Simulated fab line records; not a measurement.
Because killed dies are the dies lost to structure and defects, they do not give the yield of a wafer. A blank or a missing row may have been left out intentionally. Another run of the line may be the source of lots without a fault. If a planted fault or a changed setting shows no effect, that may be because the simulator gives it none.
fab line records	flow gf180mcu
record lots=24	wafers=72	last-day=34
route steps=602 shown V1@356 M2@366 V2@406 M3@414 M4@461
lots that met no fault: taken from a fault-free run of the same line
start-h: the number of hours between the record's first day and the start of the first shown wafer of the lot	wait-h: how many hours have passed since the lot's step before this one	" identical to the entry in the row above	L1.1+2: one row covering several wafers at once	- no value, or no start given	* or withheld: withheld	< > ~ a bound
route shown NAME@n: names a module that has steps shown in the file, with the first one's number in the route	usual: average and standard deviation across the fault-free wafers	same: alike in all rows	chamber/n: place in a boat	sites: the reading at each site	_std_site: their standard deviation	_edge_site: mean of outer sites minus mean of inner sites	radius-mm: how far each site lies from the wafer's centre	mask NAME#n: copy n	behind: the most recent tool/chamber to have shaped the wafer	hold: the reason the lot was held/the length of the hold in hours/how it ended	device: names the non-switching transistor (n, p or np)	end of line: the tests these same wafers got at the end of their route	a step given without rows: its recipe and nothing more	killed: the dies lost at the first sort to structure and to defects; this is not the yield of the wafer	map: a wafer's dies, marking killed ones x, the rest . and places with no die _
set.NAME: the setting as run; set.NAME@STEP: as run at that earlier step	model.NAME: the simulator's own value behind a step, which no gauge read
route steps across a sampled set of lots; one table per step, one row per wafer
services: the hour from which a tool's chamber was out of use, counted from the record's first day as start-h (under 0 if before that day), plus the number of hours and why
## steps
# step GF_V1_SPUTTER_21
# recipe material=Ti	target-thk-nm=15	chamber-pressure-pa=5	power-w=2500	substrate-temp-c=200	time-s=80.02
# usual substrate-temp-c=200.02/0.17	throttle-valve-pct=29.5/0.97
lot.wafer	tool	chamber	start-h	wait-h	substrate-temp-c	throttle-valve-pct
L074.1	pvd-sputter-03	-	411.81	0.0	200.34	28.2
L074.3	"	-	"	"	200.28	30.8
L074.5	"	-	"	"	200.05	28.3
L075.1	pvd-sputter-01	-	418.64	0.0	199.83	30.1
L075.2	"	-	"	"	200.28	29.5
L075.3	"	-	"	"	200.15	30.7
L076.1	pvd-sputter-02	-	430.69	0.0	199.60	29.8
L076.2	"	-	"	"	200.21	28.9
L076.3	"	-	"	"	200.01	30.6
L077.4	pvd-sputter-03	-	441.46	0.0	200.12	28.9
L077.5	"	-	"	"	200.23	28.1
L077.6	"	-	"	"	200.09	28.8
L078.1	pvd-sputter-02	-	449.44	0.0	199.94	29.9
L078.2	"	-	"	"	199.81	29.1
L078.5	"	-	"	"	199.91	29.0
L079.2	pvd-sputter-02	-	460.90	0.0	199.69	29.8
L079.3	"	-	"	"	200.09	29.3
L079.5	"	-	"	"	199.83	29.0
L080.1	pvd-sputter-03	-	471.10	0.0	200.11	30.4
L080.3	"	-	"	"	199.87	29.1
L080.5	"	-	"	"	200.01	30.8
L081.1	pvd-sputter-02	-	475.52	0.0	200.05	30.1
L081.2	"	-	"	"	200.18	29.3
L081.4	"	-	"	"	200.18	30.5
L082.1	pvd-sputter-03	-	488.54	0.0	200.10	30.3
L082.4	"	-	"	"	200.06	28.9
L082.5	"	-	"	"	200.07	28.3
L083.1	pvd-sputter-03	-	491.46	0.0	200.13	30.4
L083.2	"	-	"	"	200.15	30.3
L083.5	"	-	"	"	200.34	30.6
L084.2	pvd-sputter-03	-	504.74	0.0	200.10	28.1
L084.5	"	-	"	"	199.93	28.6
L084.6	"	-	"	"	199.95	30.6
L085.3	pvd-sputter-03	-	508.01	0.0	200.08	28.7
L085.4	"	-	"	"	200.12	28.8
L085.5	"	-	"	"	199.97	30.5
L086.4	pvd-sputter-03	-	529.59	0.0	199.96	30.7
L086.5	"	-	"	"	199.68	28.6
L086.6	"	-	"	"	200.27	28.1
L087.2	pvd-sputter-03	-	531.51	0.0	200.16	28.9
L087.3	"	-	"	"	199.74	30.6
L087.4	"	-	"	"	200.18	30.7
L088.1	pvd-sputter-03	-	536.84	0.0	200.10	30.4
L088.4	"	-	"	"	199.82	28.9
L088.5	"	-	"	"	199.94	28.7
L089.1	pvd-sputter-02	-	552.39	0.0	200.03	29.1
L089.4	"	-	"	"	199.83	29.7
L089.5	"	-	"	"	199.90	28.9
L090.2	pvd-sputter-03	-	555.01	0.0	199.90	27.9
L090.4	"	-	"	"	200.01	28.7
L090.6	"	-	"	"	200.01	28.7
L091.1	pvd-sputter-02	-	561.21	0.0	200.40	29.0
L091.5	"	-	"	"	200.11	29.1
L091.6	"	-	"	"	200.23	29.1
L092.3	pvd-sputter-01	-	571.49	0.0	199.89	30.4
L092.4	"	-	"	"	199.82	28.5
L092.5	"	-	"	"	199.88	31.0
L093.2	pvd-sputter-02	-	583.59	0.0	199.87	29.9
L093.4	"	-	"	"	200.11	30.7
L093.6	"	-	"	"	200.21	30.9
L094.1	pvd-sputter-01	-	585.74	0.0	199.91	31.2
L094.3	"	-	"	"	200.21	29.5
L094.4	"	-	"	"	200.10	30.4
L096.2	pvd-sputter-03	-	600.99	0.0	199.88	28.7
L096.3	"	-	"	"	200.01	27.9
L096.5	"	-	"	"	200.09	28.1
L095.1	pvd-sputter-03	-	602.46	0.0	200.13	30.8
L095.5	"	-	"	"	200.10	28.8
L095.6	"	-	"	"	200.18	30.7
L097.1	pvd-sputter-02	-	602.69	0.0	199.90	29.0
L097.3	"	-	"	"	200.22	31.1
L097.5	"	-	"	"	200.09	28.9
# step GF_M2_SPUTTER_04
# recipe material=TiN	target-thk-nm=50	power-w=6500	time-s=41.7	chamber-pressure-pa=0.4
# usual throttle-valve-pct=29.5/1.1
lot.wafer	tool	chamber	start-h	wait-h	throttle-valve-pct
L074.1	pvd-sputter-04	-	412.80	0.0	29.6
L074.3	"	-	"	"	28.0
L074.5	"	-	"	"	28.1
L075.1	pvd-sputter-04	-	419.51	0.0	27.8
L075.2	"	-	"	"	29.5
L075.3	"	-	"	"	29.4
L076.1	pvd-sputter-03	-	431.56	0.0	28.3
L076.2	"	-	"	"	30.9
L076.3	"	-	"	"	30.4
L077.4	pvd-sputter-04	-	442.34	0.0	31.2
L077.5	"	-	"	"	29.2
L077.6	"	-	"	"	29.3
L078.1	pvd-sputter-04	-	450.31	0.0	29.5
L078.2	"	-	"	"	29.5
L078.5	"	-	"	"	31.1
L079.2	pvd-sputter-04	-	461.78	0.0	29.4
L079.3	"	-	"	"	28.2
L079.5	"	-	"	"	27.7
L080.1	pvd-sputter-01	-	471.97	0.0	31.2
L080.3	"	-	"	"	28.4
L080.5	"	-	"	"	28.3
L081.1	pvd-sputter-03	-	476.39	0.0	28.8
L081.2	"	-	"	"	30.6
L081.4	"	-	"	"	28.4
L082.1	pvd-sputter-03	-	489.41	0.0	30.9
L082.4	"	-	"	"	28.3
L082.5	"	-	"	"	30.6
L083.1	pvd-sputter-04	-	492.33	0.0	29.6
L083.2	"	-	"	"	29.2
L083.5	"	-	"	"	27.5
L084.2	pvd-sputter-03	-	505.61	0.0	30.4
L084.5	"	-	"	"	28.0
L084.6	"	-	"	"	30.5
L085.3	pvd-sputter-03	-	508.88	0.0	30.3
L085.4	"	-	"	"	28.1
L085.5	"	-	"	"	30.5
L086.4	pvd-sputter-04	-	530.46	0.0	29.6
L086.5	"	-	"	"	29.4
L086.6	"	-	"	"	31.0
L087.2	pvd-sputter-04	-	532.38	0.0	29.3
L087.3	"	-	"	"	31.2
L087.4	"	-	"	"	29.2
L088.1	pvd-sputter-04	-	537.83	0.0	29.4
L088.4	"	-	"	"	28.2
L088.5	"	-	"	"	29.4
L089.1	pvd-sputter-01	-	553.26	0.0	28.3
L089.4	"	-	"	"	31.2
L089.5	"	-	"	"	29.6
L090.2	pvd-sputter-03	-	555.88	0.0	28.5
L090.4	"	-	"	"	30.6
L090.6	"	-	"	"	30.5
L091.1	pvd-sputter-03	-	562.08	0.0	28.9
L091.5	"	-	"	"	30.7
L091.6	"	-	"	"	30.6
L092.3	pvd-sputter-04	-	572.37	0.0	29.6
L092.4	"	-	"	"	29.5
L092.5	"	-	"	"	28.0
L093.2	pvd-sputter-03	-	584.73	0.0	28.0
L093.4	"	-	"	"	28.9
L093.6	"	-	"	"	28.3
L094.1	pvd-sputter-03	-	586.70	0.0	30.8
L094.3	"	-	"	"	28.1
L094.4	"	-	"	"	30.4
L096.2	pvd-sputter-04	-	601.86	0.0	27.9
L096.3	"	-	"	"	29.4
L096.5	"	-	"	"	31.1
L095.1	pvd-sputter-03	-	603.33	0.0	30.6
L095.5	"	-	"	"	28.1
L095.6	"	-	"	"	30.6
L097.1	pvd-sputter-01	-	603.57	0.0	28.4
L097.3	"	-	"	"	29.8
L097.5	"	-	"	"	30.4
# step GF_V2_RS_MEAS_24
# recipe thk-meas-gauge=four-point-probe	reads=W_of_V2_CVD_23+TiN_of_V2_SPUTTER_22+Ti_of_V2_SPUTTER_21
# usual V2_W_RS=0.326/0.0053
lot.wafer	tool	chamber	start-h	wait-h	V2_W_RS[ohm/sq]
L074.1	film-metro-02	-	463.69	0.1	0.324
L074.3	"	-	"	"	0.324
L074.5	"	-	"	"	0.324
L075.1	film-metro-02	-	470.96	0.1	0.317
L075.2	"	-	"	"	0.338
L075.3	"	-	"	"	0.317
L076.1	film-metro-02	-	483.35	0.2	0.329
L076.2	"	-	"	"	0.328
L076.3	"	-	"	"	0.327
L077.4	film-metro-01	-	493.42	0.1	0.329
L077.5	"	-	"	"	0.323
L077.6	"	-	"	"	0.323
L078.1	film-metro-01	-	502.15	0.1	0.326
L078.2	"	-	"	"	0.327
L078.5	"	-	"	"	0.329
L079.2	film-metro-01	-	511.89	0.1	0.325
L079.3	"	-	"	"	0.325
L079.5	"	-	"	"	0.327
L080.1	film-metro-04	-	520.77	0.1	0.325
L080.3	"	-	"	"	0.327
L080.5	"	-	"	"	0.327
L081.1	film-metro-01	-	525.77	0.1	0.330
L081.2	"	-	"	"	0.331
L081.4	"	-	"	"	0.333
L082.1	film-metro-04	-	537.77	0.1	0.316
L082.4	"	-	"	"	0.314
L082.5	"	-	"	"	0.315
L083.1	film-metro-01	-	541.02	0.1	0.326
L083.2	"	-	"	"	0.324
L083.5	"	-	"	"	0.325
L084.2	film-metro-04	-	554.63	0.1	0.327
L084.5	"	-	"	"	0.329
L084.6	"	-	"	"	0.327
L085.3	film-metro-01	-	556.33	0.1	0.331
L085.4	"	-	"	"	0.319
L085.5	"	-	"	"	0.317
L086.4	film-metro-01	-	577.57	0.1	0.331
L086.5	"	-	"	"	0.317
L086.6	"	-	"	"	0.328
L087.2	film-metro-01	-	579.11	0.1	0.327
L087.3	"	-	"	"	0.329
L087.4	"	-	"	"	0.328
L088.1	film-metro-01	-	583.77	0.1	0.329
L088.4	"	-	"	"	0.326
L088.5	"	-	"	"	0.325
L089.1	film-metro-04	-	598.48	0.1	0.325
L089.4	"	-	"	"	0.329
L089.5	"	-	"	"	0.329
L090.2	film-metro-02	-	600.89	0.1	0.323
L090.4	"	-	"	"	0.322
L090.6	"	-	"	"	0.324
L091.1	film-metro-02	-	608.00	0.1	0.323
L091.5	"	-	"	"	0.324
L091.6	"	-	"	"	0.329
L092.3	film-metro-04	-	617.74	0.1	0.331
L092.4	"	-	"	"	0.317
L092.5	"	-	"	"	0.329
L093.2	film-metro-01	-	628.83	0.1	0.332
L093.4	"	-	"	"	0.322
L093.6	"	-	"	"	0.323
L094.1	film-metro-01	-	630.55	0.1	0.321
L094.3	"	-	"	"	0.339
L094.4	"	-	"	"	0.321
L096.2	film-metro-02	-	644.17	0.1	0.331
L096.3	"	-	"	"	0.322
L096.5	"	-	"	"	0.320
L095.1	film-metro-04	-	646.96	0.1	0.322
L095.5	"	-	"	"	0.324
L095.6	"	-	"	"	0.337
L097.1	film-metro-04	-	647.39	0.1	0.328
L097.3	"	-	"	"	0.337
L097.5	"	-	"	"	0.341
# step GF_V2_CMP_26
# recipe stop-on=SiO2	down-force-psi=3.5	platen-rpm=60	t-overpolish-s=15	target-thk-nm=0	pad-velocity-m-s=0.94248
# usual motor-current-A=10.9/0.96	overpolish-run-s=15.000/0.0087	platen-rpm=60.00/0.044	time-to-endpoint-s=84/4.1
lot.wafer	tool	chamber	start-h	wait-h	motor-current-A	overpolish-run-s	platen-rpm	time-to-endpoint-s
L074.1	cmp-01	2	463.92	0.1	12.5	15.018	60.05	88
L074.3	"	3	"	"	11.8	14.988	60.04	86
L074.5	"	2	"	"	12.9	14.977	60.02	89
L075.1	cmp-01	1	471.14	0.1	9.9	15.013	60.04	85
L075.3	"	2	"	"	12.3	15.008	59.90	89
L075.2	"	0	"	"	10.7	15.004	60.00	85
L076.2	cmp-02	1	483.53	0.0	10.8	15.013	60.05	83
L076.3	"	2	"	"	11.2	14.998	60.01	89
L076.1	"	3	"	"	10.0	14.996	59.98	81
L077.4	cmp-02	0	493.54	0.0	9.7	15.004	59.94	79
L077.6	"	0	"	"	9.3	14.989	60.05	81
L077.5	"	1	"	"	11.7	15.002	60.01	87
L078.1	cmp-01	2	502.53	0.2	12.5	15.025	59.92	87
L078.2	"	0	"	"	10.7	15.008	59.98	90
L078.5	"	3	"	"	11.8	14.992	60.03	85
L079.2	cmp-02	0	512.31	0.3	9.7	14.989	59.89	83
L079.3	"	3	"	"	10.3	14.998	59.94	82
L079.5	"	0	"	"	9.5	15.003	59.97	85
L080.3	cmp-01	3	520.95	0.0	12.4	15.007	60.00	89
L080.1	"	0	"	"	10.8	14.995	59.91	91
L080.5	"	3	"	"	12.2	15.009	60.01	85
L081.4	cmp-02	2	525.95	0.0	10.9	14.985	60.04	81
L081.2	"	3	"	"	9.8	15.007	60.02	78
L081.1	"	0	"	"	9.2	15.000	60.05	83
L082.1	cmp-01	2	538.05	0.1	11.8	15.009	59.93	91
L082.4	"	3	"	"	12.0	15.003	59.97	87
L082.5	"	0	"	"	10.6	14.992	59.99	91
L083.1	cmp-01	2	541.20	0.1	12.3	14.998	59.92	93
L083.2	"	0	"	"	11.1	15.004	60.02	94
L083.5	"	3	"	"	11.9	15.004	60.02	93
L084.2	cmp-01	1	554.89	0.1	9.5	14.997	60.04	87
L084.5	"	3	"	"	11.9	15.015	60.03	90
L084.6	"	0	"	"	11.0	14.992	59.99	91
L085.4	cmp-02	1	556.57	0.1	11.3	14.999	59.98	83
L085.3	"	2	"	"	10.3	14.985	59.94	87
L085.5	"	0	"	"	9.5	15.006	59.98	85
L086.4	cmp-01	2	577.84	0.2	12.6	15.008	60.02	87
L086.5	"	3	"	"	11.2	14.994	59.92	86
L086.6	"	0	"	"	11.0	14.995	59.98	85
L087.3	cmp-01	0	579.27	0.0	10.8	15.022	59.96	83
L087.4	"	1	"	"	10.1	15.000	60.00	78
L087.2	"	3	"	"	12.2	15.009	59.98	82
L088.4	cmp-01	2	584.00	0.1	12.4	14.997	60.05	85
L088.1	"	3	"	"	11.3	14.987	60.02	82
L088.5	"	1	"	"	9.6	15.003	59.99	83
L089.4	cmp-01	0	598.71	0.1	11.2	14.997	60.01	86
L089.1	"	2	"	"	12.3	14.992	60.01	86
L089.5	"	3	"	"	11.9	14.997	59.96	82
L090.2	cmp-02	3	601.05	0.0	10.1	14.993	60.03	85
L090.4	"	0	"	"	9.3	14.995	60.04	85
L090.6	"	0	"	"	9.7	14.996	60.08	83
L091.1	cmp-02	3	608.18	0.1	10.2	14.989	60.04	84
L091.6	"	3	"	"	10.8	15.006	59.97	82
L091.5	"	0	"	"	9.9	14.994	60.07	87
L092.3	cmp-01	2	617.88	0.0	12.2	14.982	59.98	82
L092.4	"	3	"	"	11.7	15.000	60.02	82
L092.5	"	3	"	"	12.1	15.010	60.02	77
L093.2	cmp-01	0	629.04	0.1	10.9	14.997	60.01	81
L093.4	"	2	"	"	11.9	15.003	59.99	87
L093.6	"	0	"	"	10.7	15.005	60.03	85
L094.3	cmp-02	0	630.73	0.0	9.5	14.992	60.04	80
L094.4	"	1	"	"	11.2	15.006	60.01	81
L094.1	"	2	"	"	11.7	14.989	60.05	83
L096.2	cmp-01	0	644.33	0.0	10.3	15.000	60.03	84
L096.3	"	3	"	"	11.9	15.006	60.04	84
L096.5	"	0	"	"	11.0	14.987	59.99	87
L095.1	cmp-02	2	647.24	0.1	11.6	14.993	59.97	88
L095.6	"	0	"	"	9.4	15.008	59.92	80
L095.5	"	1	"	"	11.4	14.996	60.02	85
L097.1	cmp-02	3	647.57	0.1	10.2	15.001	59.92	80
L097.3	"	2	"	"	11.1	15.016	59.99	84
L097.5	"	0	"	"	9.7	14.994	59.99	76
# step GF_M3_RS_MEAS_05
# recipe thk-meas-gauge=four-point-probe	reads=TiN_of_M3_SPUTTER_04+Ti_of_M3_SPUTTER_03+AlCu_of_M3_SPUTTER_02+TiN_of_M3_SPUTTER_01+Ti_of_M3_SPUTTER_00
# usual M3_ALCU_RS=0.0697/0.00068
lot.wafer	tool	chamber	start-h	wait-h	M3_ALCU_RS[ohm/sq]
L074.1	film-metro-04	-	464.39	0.0	0.0702
L074.3	"	-	"	"	0.0686
L074.5	"	-	"	"	0.0688
L075.1	film-metro-02	-	471.66	0.0	0.0695
L075.2	"	-	"	"	0.0695
L075.3	"	-	"	"	0.0704
L076.1	film-metro-04	-	484.05	0.0	0.0706
L076.2	"	-	"	"	0.0697
L076.3	"	-	"	"	0.0704
L077.4	film-metro-04	-	494.12	0.1	0.0694
L077.5	"	-	"	"	0.0706
L077.6	"	-	"	"	0.0693
L078.1	film-metro-03	-	503.05	0.0	0.0688
L078.2	"	-	"	"	0.0690
L078.5	"	-	"	"	0.0686
L079.2	film-metro-04	-	512.85	0.0	0.0693
L079.3	"	-	"	"	0.0708
L079.5	"	-	"	"	0.0704
L080.1	film-metro-04	-	521.47	0.0	0.0704
L080.3	"	-	"	"	0.0703
L080.5	"	-	"	"	0.0701
L081.1	film-metro-02	-	526.47	0.0	0.0703
L081.2	"	-	"	"	0.0704
L081.4	"	-	"	"	0.0703
L082.1	film-metro-03	-	538.47	0.0	0.0705
L082.4	"	-	"	"	0.0703
L082.5	"	-	"	"	0.0697
L083.1	film-metro-04	-	541.72	0.0	0.0691
L083.2	"	-	"	"	0.0691
L083.5	"	-	"	"	0.0693
L084.2	film-metro-04	-	555.33	0.0	0.0687
L084.5	"	-	"	"	0.0691
L084.6	"	-	"	"	0.0690
L085.3	film-metro-02	-	557.03	0.1	0.0687
L085.4	"	-	"	"	0.0688
L085.5	"	-	"	"	0.0692
L086.4	film-metro-04	-	578.27	0.1	0.0685
L086.5	"	-	"	"	0.0685
L086.6	"	-	"	"	0.0684
L087.2	film-metro-04	-	579.81	0.0	0.0692
L087.3	"	-	"	"	0.0701
L087.4	"	-	"	"	0.0698
L088.1	film-metro-02	-	584.47	0.0	0.0692
L088.4	"	-	"	"	0.0686
L088.5	"	-	"	"	0.0700
L089.1	film-metro-03	-	599.18	0.0	0.0699
L089.4	"	-	"	"	0.0689
L089.5	"	-	"	"	0.0705
L090.2	film-metro-04	-	601.59	0.0	0.0700
L090.4	"	-	"	"	0.0695
L090.6	"	-	"	"	0.0693
L091.1	film-metro-03	-	608.70	0.0	0.0693
L091.5	"	-	"	"	0.0700
L091.6	"	-	"	"	0.0700
L092.3	film-metro-02	-	618.44	0.1	0.0704
L092.4	"	-	"	"	0.0692
L092.5	"	-	"	"	0.0703
L093.2	film-metro-03	-	629.53	0.0	0.0696
L093.4	"	-	"	"	0.0693
L093.6	"	-	"	"	0.0696
L094.1	film-metro-03	-	631.25	0.0	0.0708
L094.3	"	-	"	"	0.0695
L094.4	"	-	"	"	0.0706
L096.2	film-metro-02	-	644.87	0.0	0.0698
L096.3	"	-	"	"	0.0696
L096.5	"	-	"	"	0.0699
L095.1	film-metro-02	-	647.66	0.0	0.0698
L095.5	"	-	"	"	0.0699
L095.6	"	-	"	"	0.0706
L097.1	film-metro-02	-	648.09	0.0	0.0706
L097.3	"	-	"	"	0.0693
L097.5	"	-	"	"	0.0699
# step GF_M4_RS_MEAS_05
# recipe thk-meas-gauge=four-point-probe	reads=TiN_of_M4_SPUTTER_04+Ti_of_M4_SPUTTER_03+AlCu_of_M4_SPUTTER_02+TiN_of_M4_SPUTTER_01+Ti_of_M4_SPUTTER_00
# usual M4_ALCU_RS=0.0695/0.00064
lot.wafer	tool	chamber	start-h	wait-h	M4_ALCU_RS[ohm/sq]
L074.1	film-metro-04	-	514.85	0.0	0.0688
L074.3	"	-	"	"	0.0696
L074.5	"	-	"	"	0.0695
L075.1	film-metro-01	-	521.36	0.0	0.0690
L075.2	"	-	"	"	0.0702
L075.3	"	-	"	"	0.0686
L076.1	film-metro-03	-	533.88	0.0	0.0700
L076.2	"	-	"	"	0.0697
L076.3	"	-	"	"	0.0698
L077.4	film-metro-03	-	545.02	0.1	0.0700
L077.5	"	-	"	"	0.0698
L077.6	"	-	"	"	0.0684
L078.1	film-metro-04	-	552.04	0.1	0.0701
L078.2	"	-	"	"	0.0700
L078.5	"	-	"	"	0.0695
L079.2	film-metro-01	-	561.27	0.0	0.0688
L079.3	"	-	"	"	0.0690
L079.5	"	-	"	"	0.0687
L080.1	film-metro-01	-	569.59	0.0	0.0701
L080.3	"	-	"	"	0.0701
L080.5	"	-	"	"	0.0702
L081.1	film-metro-01	-	573.63	0.0	0.0693
L081.2	"	-	"	"	0.0692
L081.4	"	-	"	"	0.0693
L082.1	film-metro-01	-	586.44	0.0	0.0685
L082.4	"	-	"	"	0.0692
L082.5	"	-	"	"	0.0688
L083.1	film-metro-04	-	587.81	0.0	0.0683
L083.2	"	-	"	"	0.0702
L083.5	"	-	"	"	0.0684
L084.2	film-metro-03	-	600.94	0.0	0.0702
L084.5	"	-	"	"	0.0685
L084.6	"	-	"	"	0.0698
L085.3	film-metro-01	-	603.30	0.1	0.0689
L085.4	"	-	"	"	0.0691
L085.5	"	-	"	"	0.0693
L086.4	film-metro-03	-	622.51	0.1	0.0686
L086.5	"	-	"	"	0.0692
L086.6	"	-	"	"	0.0695
L087.2	film-metro-04	-	624.10	0.0	0.0685
L087.3	"	-	"	"	0.0683
L087.4	"	-	"	"	0.0690
L088.1	film-metro-03	-	628.86	0.0	0.0693
L088.4	"	-	"	"	0.0695
L088.5	"	-	"	"	0.0688
L089.1	film-metro-01	-	643.03	0.0	0.0701
L089.4	"	-	"	"	0.0706
L089.5	"	-	"	"	0.0703
L090.2	film-metro-04	-	645.67	0.0	0.0704
L090.4	"	-	"	"	0.0702
L090.6	"	-	"	"	0.0703
L091.1	film-metro-01	-	652.16	0.0	0.0685
L091.5	"	-	"	"	0.0693
L091.6	"	-	"	"	0.0689
L092.3	film-metro-03	-	661.44	0.1	0.0706
L092.4	"	-	"	"	0.0694
L092.5	"	-	"	"	0.0702
L093.2	film-metro-01	-	671.15	0.0	0.0692
L093.4	"	-	"	"	0.0700
L093.6	"	-	"	"	0.0698
L094.1	film-metro-03	-	673.46	0.0	0.0690
L094.3	"	-	"	"	0.0698
L094.4	"	-	"	"	0.0690
L096.2	film-metro-01	-	686.98	0.0	0.0696
L096.3	"	-	"	"	0.0697
L096.5	"	-	"	"	0.0694
L095.1	film-metro-04	-	688.72	0.0	0.0700
L095.5	"	-	"	"	0.0697
L095.6	"	-	"	"	0.0691
L097.1	film-metro-01	-	689.72	0.0	0.0690
L097.3	"	-	"	"	0.0701
L097.5	"	-	"	"	0.0694
## services
tool	chamber	start-h	hours	kind
pvd-sputter-03	-	391.36	3.1	repair
cmp-02	-	404.21	4.0	pm
pvd-sputter-03	-	445.67	4.9	repair
pvd-sputter-01	-	458.66	5.6	repair
cmp-01	-	466.27	3.1	repair
pvd-sputter-02	-	475.66	2.4	repair
pvd-sputter-01	-	478.68	2.0	repair
pvd-sputter-02	-	479.80	1.9	repair
pvd-sputter-02	-	490.24	11.6	repair
cmp-02	-	491.17	2.1	repair
pvd-sputter-02	-	493.61	2.9	repair
pvd-sputter-04	-	496.23	25.0	repair
cmp-02	-	498.01	7.4	repair
cmp-01	-	503.30	0.8	repair
pvd-sputter-02	-	509.66	1.7	repair
cmp-01	-	511.69	0.9	repair
cmp-01	-	521.44	15.3	repair
pvd-sputter-02	-	529.79	2.6	repair
cmp-02	-	536.79	5.6	pm
cmp-02	-	541.67	3.1	repair
cmp-01	-	547.28	1.4	repair
cmp-01	-	572.00	4.0	pm
cmp-02	-	575.73	3.0	repair
cmp-02	-	582.23	8.2	pm
## key
fault none
